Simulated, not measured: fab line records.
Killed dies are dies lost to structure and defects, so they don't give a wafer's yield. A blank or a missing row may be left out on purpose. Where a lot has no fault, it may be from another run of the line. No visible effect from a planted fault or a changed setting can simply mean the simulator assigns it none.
Chamber matching / flow sky130 / SKY_VIA4_CMP_21 on cmp-01 has 4 sister chambers
The step polishes, stops on SiO2, t overpolish 25 s, target thk 0 nm. 4 wafers are shown with their chamber, then 12 later ones without.

== WAFERS PAIRED WITH THEIR CHAMBERS ==
wafer=L087.1; chamber=3; motor current A (A)=10.7
wafer=L087.2; chamber=2; motor current A (A)=11.8
wafer=L088.5; chamber=1; motor current A (A)=11.3
wafer=L088.6; chamber=0; motor current A (A)=11.0

== WAFERS WITH NO CHAMBER GIVEN ==
wafer=L089.3; motor current A (A)=12.0
wafer=L089.5; motor current A (A)=10.8
wafer=L089.6; motor current A (A)=11.6
wafer=L090.1; motor current A (A)=11.7
wafer=L090.4; motor current A (A)=12.9
wafer=L090.5; motor current A (A)=11.5
wafer=L096.1; motor current A (A)=13.7
wafer=L096.3; motor current A (A)=11.2
wafer=L096.4; motor current A (A)=12.1
wafer=L097.1; motor current A (A)=10.2
wafer=L097.2; motor current A (A)=12.3
wafer=L097.5; motor current A (A)=13.0

== EACH ONE'S CHAMBER ==
wafer=L089.3; from the rows above=can't be placed: 2 or 1 or 0 or 3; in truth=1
wafer=L089.5; from the rows above=can't be placed: 3 or 0 or 1 or 2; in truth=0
wafer=L089.6; from the rows above=can't be placed: 2 or 1 or 0 or 3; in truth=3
wafer=L090.1; from the rows above=can't be placed: 2 or 1 or 0 or 3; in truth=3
wafer=L090.4; from the rows above=can't be placed: 2 or 1 or 0 or 3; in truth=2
wafer=L090.5; from the rows above=can't be placed: 1 or 2 or 0 or 3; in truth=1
wafer=L096.1; from the rows above=can't be placed: 2 or 1 or 0 or 3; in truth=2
wafer=L096.3; from the rows above=can't be placed: 1 or 0 or 3 or 2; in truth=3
wafer=L096.4; from the rows above=can't be placed: 2 or 1 or 0 or 3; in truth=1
wafer=L097.1; from the rows above=can't be placed: 3 or 0 or 1 or 2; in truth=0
wafer=L097.2; from the rows above=can't be placed: 2 or 1 or 0 or 3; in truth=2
wafer=L097.5; from the rows above=can't be placed: 2 or 1 or 0 or 3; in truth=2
Correct placement for 0 of the 12. These rows do not allow placing 12 (true chamber among the candidates in 12). 0 placed wrongly.
How it was worked out, from the rows above alone: a wafer's distance from a chamber is the root of the sum, over the readings, of the square of ((its reading less the chamber's mean) divided by the reading's scatter). The wafer belongs to the nearest chamber; if the next one is less than 2 further off, it can't be placed. The mean given for a chamber averages the wafers shown for that chamber. The scatter: with one shown wafer a chamber, the root of the mean of the squares of how far each hidden wafer lies from its nearest shown one.
